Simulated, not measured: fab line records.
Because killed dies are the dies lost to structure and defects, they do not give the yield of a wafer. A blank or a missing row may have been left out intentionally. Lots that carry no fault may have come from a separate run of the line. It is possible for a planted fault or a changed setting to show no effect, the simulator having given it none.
Split-lot experiment    flow gf180mcu    23 wafers read from 5 lots, route of 602 steps

THE SPLIT
At GF_M4_SPUTTER_04 (material TiN, target thk 50 nm, time 41.7 s), the setting power_w was moved away from the recipe's 6500 W on 7 of the 23 wafers read, by -5.7% to +8.0%. All remaining wafers had this setting at the recipe value.

The reading is taken at the split's own step.

THE READING
TiN_of_M4_SPUTTER_04.thk_nm (the simulator's own value, which no gauge read), in nm, at GF_M4_SPUTTER_04 (material TiN, target thk 50 nm, time 41.7 s). The file does not state a usual value for it. Average 49.94 nm, standard deviation 0.38 nm, over the 16 wafers here run with the recipe.

wafer   tool, chamber at the split  power_w as run, W  against the recipe  TiN_of_M4_SPUTTER_04.thk_nm, nm  against lot-mates on the recipe
L074.1  pvd_sputter-01, -           6500               recipe              50.23                            -
L074.2  pvd_sputter-01, -           6500               recipe              50.42                            -
L074.3  pvd_sputter-01, -           6130               -5.7%               47.07                            -3.32
L074.5  pvd_sputter-01, -           6500               recipe              50.53                            -
L074.6  pvd_sputter-01, -           6130               -5.7%               46.97                            -3.42
L077.2  pvd_sputter-02, -           6500               recipe              49.96                            -
L077.3  pvd_sputter-02, -           6500               recipe              50.24                            -
L077.4  pvd_sputter-02, -           6500               recipe              49.78                            -
L077.5  pvd_sputter-02, -           6500               recipe              49.37                            -
L077.6  pvd_sputter-02, -           6500               recipe              49.6                             -
L079.1  pvd_sputter-01, -           7022               +8.0%               53.35                            +3.99
L079.2  pvd_sputter-01, -           6500               recipe              49.46                            -
L079.3  pvd_sputter-01, -           6500               recipe              49.26                            -
L079.4  pvd_sputter-01, -           7022               +8.0%               53.19                            +3.83
L079.5  pvd_sputter-01, -           7022               +8.0%               52.96                            +3.60
L080.1  pvd_sputter-02, -           6500               recipe              49.75                            -
L080.3  pvd_sputter-02, -           6500               recipe              49.75                            -
L080.2  pvd_sputter-02, -           6500               recipe              50.14                            -
L080.4  pvd_sputter-02, -           6287               -3.3%               48.09                            -1.79
L080.6  pvd_sputter-02, -           6287               -3.3%               47.47                            -2.41
L082.1  pvd_sputter-04, -           6500               recipe              50.36                            -
L082.3  pvd_sputter-04, -           6500               recipe              50.09                            -
L082.5  pvd_sputter-04, -           6500               recipe              50.13                            -

THE FIT
A straight line over all 23 wafers: TiN_of_M4_SPUTTER_04.thk_nm changes by +0.45 nm for each +1% of power_w; r = +0.97; the points scatter about the line by 0.42 nm.
The same after taking each lot's own level away (the mean of its wafers on the recipe; 23 wafers): +0.517 nm for each +1%; r = +0.99; scatter 0.28 nm.
Per that fit: largest power_w move, reading shift of 4.2 nm.
From 49.360 to 50.393 nm: that is the span of the lots' own levels, equal to 2.8 times the standard deviation above.
In other words, the slope is changed by the lot-to-lot level; the two fits disagree.
Check: for one of the wafers moved furthest among these (+8.0%), held out of the fit, the line's prediction against its lot-mates is +4.05 nm. Against them it came out at +3.99 nm.

THESE WAFERS: OTHER SPLITS
These wafers also went through other splits before the reading. Each is held against what the fit with the lots' levels taken away leaves over:
other split on the same wafers  wafers away from the commonest value  r with TiN_of_M4_SPUTTER_04.thk_nm (lot level and that fit taken away)
GF_V3_CMP_04 platen_rpm         6                                     +0.10
GF_V3_SPUTTER_21 power_w        10                                    -0.36

THE FILE'S OWN FIT
TiN_of_M4_SPUTTER_04.thk_nm changes by +0.526 nm for each +1% of power_w, r = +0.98.
